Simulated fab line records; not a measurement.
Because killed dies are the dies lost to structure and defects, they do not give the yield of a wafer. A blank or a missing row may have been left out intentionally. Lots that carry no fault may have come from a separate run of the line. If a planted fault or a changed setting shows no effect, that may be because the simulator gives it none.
Which tool did it?    flow sky130    11 lots (33 wafers sampled), 1 step of a 708-step route

== WHAT THE GAUGES READ, wafer by wafer ==
SKY_VIA2_OVL_MEAS_13.
lot   measured      on          VIA2_OVL (nm)
L500  day 37 22:49  overlay-02  1 0 4
L503  day 39 03:55  overlay-02  -2 -1 -6
L504  day 39 12:34  overlay-01  -2 -1 0
L505  day 39 20:43  overlay-01  -6 -3 -2
L510  day 41 00:43  overlay-01  -4 -3 1
L512  day 42 00:16  overlay-01  -1 -3 -1
L513  day 42 01:15  overlay-01  1 5 4
L514  day 42 03:04  overlay-02  4 5 1
L515  day 42 04:34  overlay-01  9 6 9
L516  day 42 16:52  overlay-02  -9 -13 -11
L517  day 42 20:13  overlay-02  11 8 4

== EACH LOT AND THE TOOL THAT RAN IT (in order: tool; ch and the chambers of the sampled wafers; start) ==
Before these readings, the record contains no process step.

== THE ANSWER, worked out from the rows above alone ==
Rule: the usual values come from the lots themselves. Put in order of their means at a reading, lots are off if they are a third of the lots or fewer, leave a main group of 4 or more, and stand apart from it by a gap of 3 or more times the standard deviation of the main group's means; of several such gaps the widest counts. A main group is skipped when, at the precision printed for the reading in the tables above, its means are all equal. A lot without any number at a reading at which 4 lots or more have one is off too. Where the step has rows for the other lots, those lots are counted as sound.
Nothing can be told from this: no lot is off at any reading shown.

== WHAT THE SIMULATOR PUT IN ==
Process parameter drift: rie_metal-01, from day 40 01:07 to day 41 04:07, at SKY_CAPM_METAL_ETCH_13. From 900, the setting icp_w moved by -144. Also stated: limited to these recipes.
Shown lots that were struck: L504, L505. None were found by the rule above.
